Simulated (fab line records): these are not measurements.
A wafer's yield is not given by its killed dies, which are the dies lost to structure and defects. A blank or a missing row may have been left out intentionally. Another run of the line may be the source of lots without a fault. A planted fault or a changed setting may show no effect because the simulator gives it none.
fab line records / flow sky130
[record] lots = 5 wafers = 15 last_day = 47
route steps=708 shown GATE_OXIDE@198 POLY_GATE@204 RES_PROTECT@206 LDD_N@237 PAD_OPEN@708
lots that met no fault: taken from a fault-free run of the same line
start_h: hours from the record's first day to the start of the lot's first wafer shown / wait_h: hours elapsed since this lot's preceding step / " unchanged from the row above / L1.1+2: a single row standing in for several wafers / - no value, or no start given / * or withheld: withheld / < > ~ a bound
route shown NAME@n: names a module that has steps shown in the file, with the first one's number in the route / usual: mean/standard deviation taken from wafers without a fault / same: alike in all rows / chamber/n: place in a boat / sites: each site's reading / _std_site: the standard deviation of these / _edge_site: inner sites' mean taken away from outer sites' mean / radius_mm: how far each site lies from the wafer's centre / mask NAME#n: copy n / behind: tool/chamber where the wafer was last shaped / hold: why the lot was held/for how many hours/how that ended / device: which transistor (n, p or np) failed to switch / end of line: tests run on the same wafers once the route is complete / for a step that has no rows: nothing shown but its recipe / killed: not the wafer's yield, but the dies lost to structure and defects at the first sort / map: dies across one wafer; x = killed, . = not, _ = none there
set.NAME: the setting as run; set.NAME@STEP: as run at that earlier step / model.NAME: the simulator's own value behind a step, which no gauge read
lots at selected steps of the route; one table per step, one row per wafer
services: from which hour (start_h, from the record's first day; less than 0 if before it) a tool's chamber was out of use, for how many hours, and why
[[steps]]
[step SKY_GATE_OXIDE_IMPLANT_11]
[recipe] species = B energy_kev = 10 dose_cm2 = 2.6e+12 tilt_deg = withheld
[step SKY_GATE_OXIDE_WET_ETCH_12]
[recipe] chemistry = dHF target_depth_nm = 16.8 dry = n2_spin target = SiO2 dilution = 100:1 temp_c = 25 time_s = 336
[step SKY_GATE_OXIDE_STRIP_13]
[recipe] chemistry = O2/N2 power_w = 1400 pressure_mtorr = 1500 platen_temp_c = withheld o2_flow_sccm = 3000 n2_flow_sccm = 300 overash_fraction = 0.5
[step SKY_GATE_OXIDE_CLEAN_15]
[recipe] chemistry = SC1/SC2 mix = 1:4:20 temp_c = 70 time_s = 150 dry = n2_spin
[step SKY_GATE_OXIDE_OXIDATION_16]
[recipe] temp_c = 800 ambient = O2 idle_temp_c = 700 ramp_up_c_per_min = 10 ramp_down_c_per_min = 3 stabilise_s = 600 purge_s = 300 target_thk_a = 35.7 ox_time_s = 1915
[step SKY_POLY_GATE_CVD_00]
[recipe] material = poly-Si target_thk_nm = 180 temp_c = 620 time_s = 720 pressure_mtorr = 200
[step SKY_RES_PROTECT_DEHYDRATE_00]
[recipe] temp_c = 200 time_s = 60
[step SKY_RES_PROTECT_HMDS_01]
[recipe] prime_time_s = 60 prime_temp_c = 120
[step SKY_RES_PROTECT_COAT_02]
[recipe] resist = NOVOLAK spin_rpm = 3000 resist_thk_nm = 1140
[step SKY_RES_PROTECT_SOFTBAKE_03]
[recipe] temp_c = 90 time_s = 60 resist = NOVOLAK
[step SKY_RES_PROTECT_EXPOSE_04]
[recipe] mask_id = RPM na = 0.6 source_shape = conventional sigma_outer = 0.6 polarization = unpolarized target_cd_nm = 1270 dose_mj = 131
[usual] reticle_temp_C = 23.01/0.12
lot.wafer=L156.2 tool=iline_stepper-01 chamber=0 start_h=319.18 wait_h=- mask=RPM#0 reticle_temp_C=22.88 model.RES_PROTECT.overlay_x_nm=-0.4591
lot.wafer=L156.3 tool=iline_stepper-01 chamber=0 start_h=319.18 wait_h=- mask=RPM#0 reticle_temp_C=22.95 model.RES_PROTECT.overlay_x_nm=-0.4591
lot.wafer=L156.4 tool=iline_stepper-01 chamber=0 start_h=319.18 wait_h=- mask=RPM#0 reticle_temp_C=23.06 model.RES_PROTECT.overlay_x_nm=-0.4591
lot.wafer=L157.3 tool=iline_stepper-02 chamber=0 start_h=323.67 wait_h=- mask=RPM#0 reticle_temp_C=22.96 model.RES_PROTECT.overlay_x_nm=0.8852
lot.wafer=L157.4 tool=iline_stepper-02 chamber=0 start_h=323.67 wait_h=- mask=RPM#0 reticle_temp_C=22.85 model.RES_PROTECT.overlay_x_nm=0.8852
lot.wafer=L157.6 tool=iline_stepper-02 chamber=0 start_h=323.67 wait_h=- mask=RPM#0 reticle_temp_C=22.87 model.RES_PROTECT.overlay_x_nm=0.8852
lot.wafer=L161.1 tool=iline_stepper-01 chamber=0 start_h=368.80 wait_h=- mask=RPM#0 reticle_temp_C=23.10 model.RES_PROTECT.overlay_x_nm=290.5
lot.wafer=L161.3 tool=iline_stepper-01 chamber=0 start_h=368.80 wait_h=- mask=RPM#0 reticle_temp_C=22.94 model.RES_PROTECT.overlay_x_nm=290.5
lot.wafer=L161.6 tool=iline_stepper-01 chamber=0 start_h=368.80 wait_h=- mask=RPM#0 reticle_temp_C=23.01 model.RES_PROTECT.overlay_x_nm=290.5
lot.wafer=L162.1 tool=iline_stepper-01 chamber=0 start_h=370.56 wait_h=- mask=RPM#0 reticle_temp_C=22.94 model.RES_PROTECT.overlay_x_nm=291.4
lot.wafer=L162.2 tool=iline_stepper-01 chamber=0 start_h=370.56 wait_h=- mask=RPM#0 reticle_temp_C=22.94 model.RES_PROTECT.overlay_x_nm=291.4
lot.wafer=L162.4 tool=iline_stepper-01 chamber=0 start_h=370.56 wait_h=- mask=RPM#0 reticle_temp_C=22.88 model.RES_PROTECT.overlay_x_nm=291.4
lot.wafer=L167.2 tool=iline_stepper-01 chamber=0 start_h=411.25 wait_h=- mask=RPM#0 reticle_temp_C=23.04 model.RES_PROTECT.overlay_x_nm=292.2
lot.wafer=L167.4 tool=iline_stepper-01 chamber=0 start_h=411.25 wait_h=- mask=RPM#0 reticle_temp_C=23.05 model.RES_PROTECT.overlay_x_nm=292.2
lot.wafer=L167.6 tool=iline_stepper-01 chamber=0 start_h=411.25 wait_h=- mask=RPM#0 reticle_temp_C=23.03 model.RES_PROTECT.overlay_x_nm=292.2
[step SKY_RES_PROTECT_PEB_05]
[recipe] temp_c = withheld time_s = * resist = NOVOLAK
[step SKY_RES_PROTECT_DEVELOP_06]
[recipe] resist = NOVOLAK developer = TMAH develop_time_s = 60 dev_temp_c = 23
[step SKY_POLY_GATE_IMPLANT_02]
[recipe] species = P energy_kev = 30 dose_cm2 = 7.7e+15 tilt_deg = 0
[step SKY_RES_PROTECT_STRIP_07]
[recipe] chemistry = O2/N2 power_w = 1400 pressure_mtorr = 1500 platen_temp_c = withheld o2_flow_sccm = 3000 n2_flow_sccm = 300 overash_fraction = 0.5
[step SKY_RES_PROTECT_CLEAN_09]
[recipe] chemistry = SC1/SC2 mix = 1:4:20 temp_c = 70 time_s = 150 dry = n2_spin
[step SKY_POLY_GATE_CVD_03]
[recipe] material = Si3N4 precursor = DCS/NH3 target_thk_nm = 75 temp_c = 770 time_s = 1290 pressure_mtorr = 250
[step SKY_POLY_GATE_DEHYDRATE_05]
[recipe] temp_c = 200 time_s = 60
[step SKY_POLY_GATE_HMDS_06]
[recipe] prime_time_s = 60 prime_temp_c = 120
[step SKY_POLY_GATE_COAT_07]
[recipe] resist = BARC temp_c = withheld time_s = withheld spin_rpm = 3000 resist_thk_nm = 110
[step SKY_POLY_GATE_COAT_08]
[recipe] resist = KrF-thick spin_rpm = 3000 resist_thk_nm = 450
[step SKY_POLY_GATE_SOFTBAKE_09]
[recipe] temp_c = 100 time_s = 90 resist = KrF-thick
[step SKY_POLY_GATE_EXPOSE_10]
[recipe] mask_id = P1M na = 0.68 source_shape = conventional sigma_outer = 0.6 target_cd_nm = 150 dose_mj = 28
[step SKY_POLY_GATE_PEB_11]
[recipe] peb_temp_c = withheld peb_time_s = withheld resist = KrF-thick
[step SKY_POLY_GATE_DEVELOP_12]
[recipe] develop_time_s = 60 resist = KrF-thick dev_temp_c = 21
[step SKY_POLY_GATE_ETCH_15]
[recipe] chemistry = N2/H2 target = BARC ion_energy_ev = 200 source_w = 500 bias_w = 100 pressure_mtorr = 30 n2_flow_sccm = 100 h2_flow_sccm = 200 stop_on = SiO2 time_s = 118.5 target_depth_a = 1100
[step SKY_POLY_GATE_ETCH_16]
[recipe] stop_on = poly-Si chemistry = CH3F/O2 target = Si3N4 source_w = 400 bias_w = 80 pressure_mtorr = 25 ch3f_flow_sccm = 40 O2_flow_sccm = 30 time_s = 147.5 target_depth_a = 750
[step SKY_POLY_GATE_ETCH_17]
[recipe] target_depth_nm = 180 stop_on = SiO2 over_etch_frac = 0.56667 chemistry = HBr/Cl2 target = poly-Si icp_w = 400 bias_w = 100 pressure_mtorr = 10 HBr_flow_sccm = 150 Cl2_flow_sccm = 50 time_s = 70.5
[step SKY_POLY_GATE_STRIP_18]
[recipe] chemistry = O2/N2 power_w = 1400 pressure_mtorr = 1500 platen_temp_c = withheld o2_flow_sccm = 3000 n2_flow_sccm = 300 overash_fraction = 0.5
[step SKY_POLY_GATE_CLEAN_19]
[recipe] chemistry = SC1/SC2 mix = 1:4:20 temp_c = 70 time_s = 150 dry = n2_spin
[step SKY_POLY_GATE_OXIDATION_20]
[recipe] temp_c = 850 ambient = O2 stabilise_s = 600 purge_s = 300 target_thk_a = 40 ox_time_s = 899
[step SKY_LDD_N_DEHYDRATE_00]
[recipe] temp_c = 200 time_s = 60
[step SKY_LDD_N_HMDS_01]
[recipe] prime_time_s = 60 prime_temp_c = 120
[step SKY_LDD_N_COAT_02]
[recipe] resist = NOVOLAK spin_rpm = 3000 resist_thk_nm = 300
[step SKY_PAD_OPEN_PROBE_99]
[usual] killed_at_M0_to_M3 = 42/6.3 killed_at_M4_up = 3.2/1.9 killed_at_contacts = 24/5.8 killed_at_front_end = 15/4.3 killed_at_other = 0.2/0.62 killed_dies = 85/9.3 killed_on_rim = 16/3.3 killed_open = 46/6.8 killed_short = 38/6.1
[same] gross_dies = 492 killed_at_back_side = 0
lot.wafer=L156.2 tool=prober-02 chamber=- start_h=1064.32 wait_h=0.1 killed_at_M0_to_M3=34 killed_at_M4_up=4 killed_at_contacts=17 killed_at_front_end=15 killed_at_other=0 killed_dies=70 killed_on_rim=15 killed_open=38 killed_short=32 model.etest.res_xhigh_po.line_ohm_um=5595 model.etest.res_xhigh_po.width_nm=347.1 model.etest.res_high_po.line_ohm_um=745.5 model.etest.res_high_po.width_nm=347.1
lot.wafer=L156.3 tool=prober-02 chamber=- start_h=1064.37 wait_h=0.2 killed_at_M0_to_M3=56 killed_at_M4_up=0 killed_at_contacts=26 killed_at_front_end=12 killed_at_other=0 killed_dies=94 killed_on_rim=20 killed_open=61 killed_short=33 model.etest.res_xhigh_po.line_ohm_um=5663 model.etest.res_xhigh_po.width_nm=347.3 model.etest.res_high_po.line_ohm_um=742.7 model.etest.res_high_po.width_nm=346.7
lot.wafer=L156.4 tool=prober-02 chamber=- start_h=1064.42 wait_h=0.2 killed_at_M0_to_M3=40 killed_at_M4_up=4 killed_at_contacts=33 killed_at_front_end=11 killed_at_other=0 killed_dies=88 killed_on_rim=20 killed_open=48 killed_short=40 model.etest.res_xhigh_po.line_ohm_um=5525 model.etest.res_xhigh_po.width_nm=347.1 model.etest.res_high_po.line_ohm_um=734.9 model.etest.res_high_po.width_nm=345.8
lot.wafer=L157.3 tool=prober-01 chamber=- start_h=1071.02 wait_h=0.2 killed_at_M0_to_M3=41 killed_at_M4_up=8 killed_at_contacts=16 killed_at_front_end=11 killed_at_other=0 killed_dies=76 killed_on_rim=16 killed_open=44 killed_short=30 model.etest.res_xhigh_po.line_ohm_um=5808 model.etest.res_xhigh_po.width_nm=352.4 model.etest.res_high_po.line_ohm_um=764.2 model.etest.res_high_po.width_nm=351
lot.wafer=L157.4 tool=prober-01 chamber=- start_h=1071.07 wait_h=0.2 killed_at_M0_to_M3=37 killed_at_M4_up=6 killed_at_contacts=22 killed_at_front_end=14 killed_at_other=0 killed_dies=79 killed_on_rim=16 killed_open=45 killed_short=34 model.etest.res_xhigh_po.line_ohm_um=5474 model.etest.res_xhigh_po.width_nm=345.8 model.etest.res_high_po.line_ohm_um=730.7 model.etest.res_high_po.width_nm=347.5
lot.wafer=L157.6 tool=prober-01 chamber=- start_h=1071.17 wait_h=0.2 killed_at_M0_to_M3=44 killed_at_M4_up=6 killed_at_contacts=23 killed_at_front_end=15 killed_at_other=1 killed_dies=89 killed_on_rim=16 killed_open=55 killed_short=32 model.etest.res_xhigh_po.line_ohm_um=5593 model.etest.res_xhigh_po.width_nm=348.6 model.etest.res_high_po.line_ohm_um=744.7 model.etest.res_high_po.width_nm=346
lot.wafer=L161.1 tool=prober-01 chamber=- start_h=1096.91 wait_h=0.1 killed_at_M0_to_M3=38 killed_at_M4_up=4 killed_at_contacts=25 killed_at_front_end=17 killed_at_other=60 killed_dies=144 killed_on_rim=30 killed_open=48 killed_short=35 model.etest.res_xhigh_po.line_ohm_um=936.6 model.etest.res_xhigh_po.width_nm=2191 model.etest.res_high_po.line_ohm_um=413.3 model.etest.res_high_po.width_nm=632.2
lot.wafer=L161.3 tool=prober-01 chamber=- start_h=1097.01 wait_h=0.2 killed_at_M0_to_M3=50 killed_at_M4_up=3 killed_at_contacts=22 killed_at_front_end=16 killed_at_other=45 killed_dies=136 killed_on_rim=25 killed_open=52 killed_short=37 model.etest.res_xhigh_po.line_ohm_um=921.2 model.etest.res_xhigh_po.width_nm=2200 model.etest.res_high_po.line_ohm_um=417.5 model.etest.res_high_po.width_nm=632.1
lot.wafer=L161.6 tool=prober-01 chamber=- start_h=1097.16 wait_h=0.2 killed_at_M0_to_M3=31 killed_at_M4_up=4 killed_at_contacts=19 killed_at_front_end=23 killed_at_other=44 killed_dies=121 killed_on_rim=30 killed_open=40 killed_short=36 model.etest.res_xhigh_po.line_ohm_um=938.7 model.etest.res_xhigh_po.width_nm=2181 model.etest.res_high_po.line_ohm_um=409.1 model.etest.res_high_po.width_nm=626.9
lot.wafer=L162.1 tool=prober-02 chamber=- start_h=1101.14 wait_h=0.1 killed_at_M0_to_M3=48 killed_at_M4_up=3 killed_at_contacts=20 killed_at_front_end=16 killed_at_other=54 killed_dies=141 killed_on_rim=24 killed_open=51 killed_short=38 model.etest.res_xhigh_po.line_ohm_um=947.5 model.etest.res_xhigh_po.width_nm=2171 model.etest.res_high_po.line_ohm_um=425 model.etest.res_high_po.width_nm=625.4
lot.wafer=L162.2 tool=prober-02 chamber=- start_h=1101.19 wait_h=0.1 killed_at_M0_to_M3=41 killed_at_M4_up=4 killed_at_contacts=36 killed_at_front_end=13 killed_at_other=51 killed_dies=145 killed_on_rim=27 killed_open=47 killed_short=47 model.etest.res_xhigh_po.line_ohm_um=909.8 model.etest.res_xhigh_po.width_nm=2201 model.etest.res_high_po.line_ohm_um=415.8 model.etest.res_high_po.width_nm=630.4
lot.wafer=L162.4 tool=prober-02 chamber=- start_h=1101.29 wait_h=0.2 killed_at_M0_to_M3=35 killed_at_M4_up=3 killed_at_contacts=26 killed_at_front_end=14 killed_at_other=57 killed_dies=135 killed_on_rim=25 killed_open=42 killed_short=36 model.etest.res_xhigh_po.line_ohm_um=924.2 model.etest.res_xhigh_po.width_nm=2164 model.etest.res_high_po.line_ohm_um=417.3 model.etest.res_high_po.width_nm=631.5
lot.wafer=L167.2 tool=prober-01 chamber=- start_h=1127.99 wait_h=0.1 killed_at_M0_to_M3=35 killed_at_M4_up=6 killed_at_contacts=18 killed_at_front_end=19 killed_at_other=45 killed_dies=123 killed_on_rim=24 killed_open=38 killed_short=39 model.etest.res_xhigh_po.line_ohm_um=962.7 model.etest.res_xhigh_po.width_nm=2241 model.etest.res_high_po.line_ohm_um=432.1 model.etest.res_high_po.width_nm=632.7
lot.wafer=L167.4 tool=prober-01 chamber=- start_h=1128.09 wait_h=0.2 killed_at_M0_to_M3=37 killed_at_M4_up=3 killed_at_contacts=18 killed_at_front_end=23 killed_at_other=50 killed_dies=131 killed_on_rim=24 killed_open=42 killed_short=38 model.etest.res_xhigh_po.line_ohm_um=932 model.etest.res_xhigh_po.width_nm=2242 model.etest.res_high_po.line_ohm_um=416 model.etest.res_high_po.width_nm=631.6
lot.wafer=L167.6 tool=prober-01 chamber=- start_h=1128.19 wait_h=0.2 killed_at_M0_to_M3=39 killed_at_M4_up=1 killed_at_contacts=23 killed_at_front_end=22 killed_at_other=52 killed_dies=137 killed_on_rim=23 killed_open=42 killed_short=43 model.etest.res_xhigh_po.line_ohm_um=975.1 model.etest.res_xhigh_po.width_nm=2219 model.etest.res_high_po.line_ohm_um=428.3 model.etest.res_high_po.width_nm=627.5
// killed by level:class
L156.2 VIA1:geometric_particle:open=8 FIELD_ISO:geometric_particle:open=7 METAL2:geometric_particle:short=6 LI_CONTACT:geometric_particle:open=5 CONTACT:geometric_particle:open=5 VIA3:geometric_particle:open=4 FIELD_ISO:geometric_particle:short=3 CONTACT:geometric_particle:short=3
L156.3 VIA1:geometric_particle:open=17 VIA2:geometric_particle:open=13 LI_CONTACT:geometric_particle:open=10 VIA3:geometric_particle:open=8 LI_CONTACT:geometric_particle:short=5 METAL1:geometric_particle:short=5 POLY_GATE:geometric_particle:short=4 CONTACT:geometric_particle:open=4
L156.4 CONTACT:geometric_particle:open=13 VIA1:geometric_particle:open=11 LI_CONTACT:geometric_particle:open=9 VIA3:geometric_particle:open=8 FIELD_ISO:geometric_particle:short=6 LOCAL_INTERCONNECT:geometric_particle:short=6 VIA2:geometric_particle:open=5 POLY_GATE:geometric_particle:short=4
L157.3 VIA1:geometric_particle:open=13 CONTACT:geometric_particle:open=9 METAL2:geometric_particle:short=7 VIA2:geometric_particle:open=5 VIA3:geometric_particle:short=5 FIELD_ISO:geometric_particle:short=4 FIELD_ISO:geometric_particle:open=3 LI_CONTACT:geometric_particle:open=3
L157.4 CONTACT:geometric_particle:open=8 VIA2:geometric_particle:open=8 VIA3:geometric_particle:open=8 LI_CONTACT:geometric_particle:open=6 LOCAL_INTERCONNECT:geometric_particle:short=5 VIA1:geometric_particle:open=5 FIELD_ISO:geometric_particle:open=3 FIELD_ISO:geometric_particle:short=3
L157.6 VIA1:geometric_particle:open=14 LI_CONTACT:geometric_particle:open=8 CONTACT:geometric_particle:open=7 VIA2:geometric_particle:open=6 VIA1:geometric_particle:short=5 METAL2:geometric_particle:short=5 FIELD_ISO:geometric_particle:open=4 LI_CONTACT:geometric_particle:short=4
L161.1 RES_PROTECT:overlay=60 LI_CONTACT:geometric_particle:open=8 CONTACT:geometric_particle:open=7 VIA1:geometric_particle:open=7 CONTACT:geometric_particle:short=5 METAL2:geometric_particle:short=5 VIA2:geometric_particle:open=5 VIA3:geometric_particle:short=5
L161.3 RES_PROTECT:overlay=45 VIA1:geometric_particle:open=15 CONTACT:geometric_particle:open=8 LI_CONTACT:geometric_particle:open=7 VIA2:geometric_particle:open=6 METAL2:geometric_particle:short=6 POLY_GATE:geometric_particle:open=5 LI_CONTACT:geometric_particle:short=4
L161.6 RES_PROTECT:overlay=43 CONTACT:geometric_particle:open=8 LI_CONTACT:geometric_particle:open=6 POLY_GATE:geometric_particle:open=5 VIA1:geometric_particle:open=5 METAL2:geometric_particle:short=5 FIELD_ISO:geometric_particle:short=4 POLY_GATE:geometric_particle:short=4
L162.1 RES_PROTECT:overlay=52 VIA1:geometric_particle:open=15 FIELD_ISO:geometric_particle:short=9 LI_CONTACT:geometric_particle:open=8 VIA2:geometric_particle:open=8 METAL2:geometric_particle:short=6 CONTACT:geometric_particle:open=6 VIA3:geometric_particle:open=6
L162.2 RES_PROTECT:overlay=51 CONTACT:geometric_particle:open=14 CONTACT:geometric_particle:short=9 LOCAL_INTERCONNECT:geometric_particle:short=8 VIA1:geometric_particle:open=8 VIA1:geometric_particle:short=6 METAL2:geometric_particle:short=6 FIELD_ISO:geometric_particle:open=5
L162.4 RES_PROTECT:overlay=57 CONTACT:geometric_particle:open=9 CONTACT:geometric_particle:short=9 VIA1:geometric_particle:open=8 VIA3:geometric_particle:open=6 LI_CONTACT:geometric_particle:open=5 METAL2:geometric_particle:short=5 FIELD_ISO:geometric_particle:open=4
L167.2 RES_PROTECT:overlay=45 VIA1:geometric_particle:open=8 METAL1:geometric_particle:short=7 CONTACT:geometric_particle:open=6 SPACER:geometric_particle:open=5 METAL2:geometric_particle:short=5 LI_CONTACT:geometric_particle:short=5 FIELD_ISO:geometric_particle:short=4
L167.4 RES_PROTECT:overlay=50 FIELD_ISO:geometric_particle:short=9 VIA2:geometric_particle:open=9 LI_CONTACT:geometric_particle:open=7 METAL2:geometric_particle:short=7 POLY_GATE:geometric_particle:open=6 VIA3:geometric_particle:open=6 VIA1:geometric_particle:open=6
L167.6 RES_PROTECT:overlay=52 CONTACT:geometric_particle:open=9 VIA2:geometric_particle:short=8 FIELD_ISO:geometric_particle:short=7 VIA2:geometric_particle:open=7 LOCAL_INTERCONNECT:geometric_particle:short=5 LI_CONTACT:geometric_particle:open=4 FIELD_ISO:geometric_particle:open=4
// map L161.1 (x killed, . not)
__________x...xx...x_________
________......xx...x.x_______
______xx..x...x.x.xx...._____
_____.....xx........x....____
____x...xx..x.xx.x.x..x..x___
___.......x.x.x...x...x....__
__xx...xx.x...x.x.....xx...x_
_xxx.x...........x.xx.x..xx..
_.xx..xx..x.x.....x.........x
_.x....xx...x..x..x......x..x
_...x...xxx..x.x.....x....x.x
_...x...x..x..x.x......x..x.x
_x........x.x.x....x.x..x....
_...x..........x.xx..x.x..x..
_..x...............x.x.x.xx..
__x......x..x...xx..x.x..x.._
___.....xx.x..x...x.......x__
____...x.....x..........xx___
_____x.x....xxx.x.x...x..____
______.....xx..x.x...x.._____
________..x..xx..x..x._______
__________.x...x...._________
// map L162.2 (x killed, . not)
__________....xx...x_________
________......x.xx.xx._______
______....x..x...xx.x..._____
_____..xx..x..x.......xx.____
____..xx.....xxx..x.x..x..___
___.x.......x..x.xx..xx...x__
__......x......x...x......x._
_xx.x.xx....x..xx.......x....
_..x.x..x.......x.x.x.......x
_.x..xx.x.xx.x..xx..x..x.xxxx
_x.....x......x.xx.........x.
_.............xx...xxx....x.x
_......x......xx....xx.xxx...
_..x..x..xxx.....x.x...x.x.x.
_....x.xx...x......xx...x.x..
__xx....xx...x..xx.x..x....._
___x.x..xx.....xx.x.xx..x..__
____xxxxx..............x..___
_____x...x...............____
______..x...x......x...._____
________x.....x....x.x_______
__________........xx_________
[[services]]
tool=iline_stepper-02 chamber=- start_h=345.12 hours=1.7 kind=pm
tool=iline_stepper-01 chamber=0 start_h=355.78 hours=- kind=calibration
tool=iline_stepper-01 chamber=- start_h=371.91 hours=1.7 kind=pm
[[key]]
[first_sign] step = SKY_PAD_OPEN_PROBE_99 reading = killed_at_other direction = up sigmas = 51 usual = 0.2 struck = 50.9
[effect] step = SKY_PAD_OPEN_PROBE_99 reading = killed_dies direction = up sigmas = 5.4 usual = 85 struck = 135
[model_effect] step = SKY_RES_PROTECT_EXPOSE_04 value = RES_PROTECT.overlay_x_nm without = 0.2504 struck = 291.4
[model_effect] step = SKY_PAD_OPEN_PROBE_99 value = etest.res_xhigh_po.line_ohm_um without = 5870 struck = 938.6
[more_kills_born_at] SKY_RES_PROTECT_EXPOSE_04@iline_stepper-01 = 455
met_at SKY_RES_PROTECT_EXPOSE_04
struck_wafers L161.1,L161.3,L161.6,L162.1,L162.2,L162.4,L167.2,L167.4,L167.6
tester_left_out L161,L162,L167
onset_between 319.18 368.80
also_fits time
[fault] kind = scanner_matching_overlay tool = iline_stepper-01 chamber = - onset_h = 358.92 steps = SKY_RES_PROTECT_EXPOSE_04 offset = 291.11
// tester_left_out: of these lots the tester's yield and bins aren't shown, on N5 and GAA mostly nor the transistor test; their killed dies are dies lost to structure and defects alone, not to doping, threshold or leakage, so they don't give the yield
